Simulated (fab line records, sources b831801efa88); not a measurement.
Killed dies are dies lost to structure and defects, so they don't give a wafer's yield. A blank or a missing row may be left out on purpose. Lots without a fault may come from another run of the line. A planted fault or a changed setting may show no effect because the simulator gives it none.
One fault seen from 2 desks | flow sky130 | each desk has only its own numbers; what lay behind them comes last

THE TOOL OWNER'S DESK: hdpcvd-02
The tool's own readings at SKY_LI_CONTACT_HDPCVD_00 (deposits PSG, target thk 930 nm, time 155 s): means of the sampled wafers that have a number, for each lot that ran on this tool. A lot is out of limits, marked OUT, if its mean lies more than 4 standard deviations from the usual mean; the brackets give that distance.
Columns: A = run_length_s at SKY_LI_CONTACT_HDPCVD_00, usual 183.2 s; B = sih4_flow_sccm at SKY_LI_CONTACT_HDPCVD_00, usual 59.98 sccm
lot  | first seen here | A                | B
L529 | day 28 16:09    | 183.7            | 59.98
L530 | day 29 05:24    | 183.4            | 60.04
L531 | day 29 08:24    | 183.2            | 60.03
L532 | day 29 18:53    | 183.5            | 60.20
L537 | day 31 04:11    | 183.7            | 59.95
L541 | day 32 09:51    | 184.1            | 59.76
L543 | day 33 01:26    | 188.2 (+5.8) OUT | 59.90
L545 | day 34 00:08    | 188.1 (+5.8) OUT | 60.19
This desk's finding: out of limits on L543, L545; first on L543, day 33 01:26 (run_length_s at SKY_LI_CONTACT_HDPCVD_00). In limits: L529, L530, L531, L532, L537, L541.

THE METROLOGY DESK
What the gauges read, lot by lot, whatever tool the lot ran on: means of the sampled wafers that have a number. A lot is out of limits, marked OUT, if its mean lies more than 4 standard deviations from the usual mean; the brackets give that distance.
Columns: A = LI_CONTACT_HDPCVD_THK at SKY_LI_CONTACT_THK_MEAS_01, usual 931 nm; B = cd_nm at SKY_LI_CONTACT_CD_MEAS_12, usual 170.1 nm
lot  | first seen here | A   | B
L529 | day 28 16:14    | 942 | 169.2
L530 | day 29 05:30    | 925 | 171.0
L531 | day 29 08:30    | 935 | 170.8
L532 | day 29 18:59    | 926 | 169.0
L534 | day 30 08:29    | 930 | 171.0
L537 | day 31 04:17    | 929 | 169.3
L540 | day 32 02:48    | 925 | 169.6
L541 | day 32 09:58    | 932 | 170.0
L542 | day 33 00:15    | 941 | 172.2
L543 | day 33 01:31    | 967 | 172.4
L545 | day 34 00:14    | 956 | 169.4
This desk's finding: nothing out of limits on any of the 11 lots.

PUT TOGETHER
The tool owner's desk could have raised an alarm at day 33 01:26, on L543, L545.
The metrology desk saw nothing out of limits.
The metrology desk has L543, L545 on record, within its limits.
Of the lots named, all ran SKY_LI_CONTACT_HDPCVD_00 on hdpcvd-02.

WHAT THE SIMULATOR HAD PUT IN
Process parameter drift: hdpcvd-02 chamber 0, from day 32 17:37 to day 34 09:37, at SKY_LI_CONTACT_HDPCVD_00. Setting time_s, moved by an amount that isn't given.
Lots struck among those shown: L543, L545.
Hours from the fault's start to each desk's first reading out of limits: the tool owner's desk, 8.
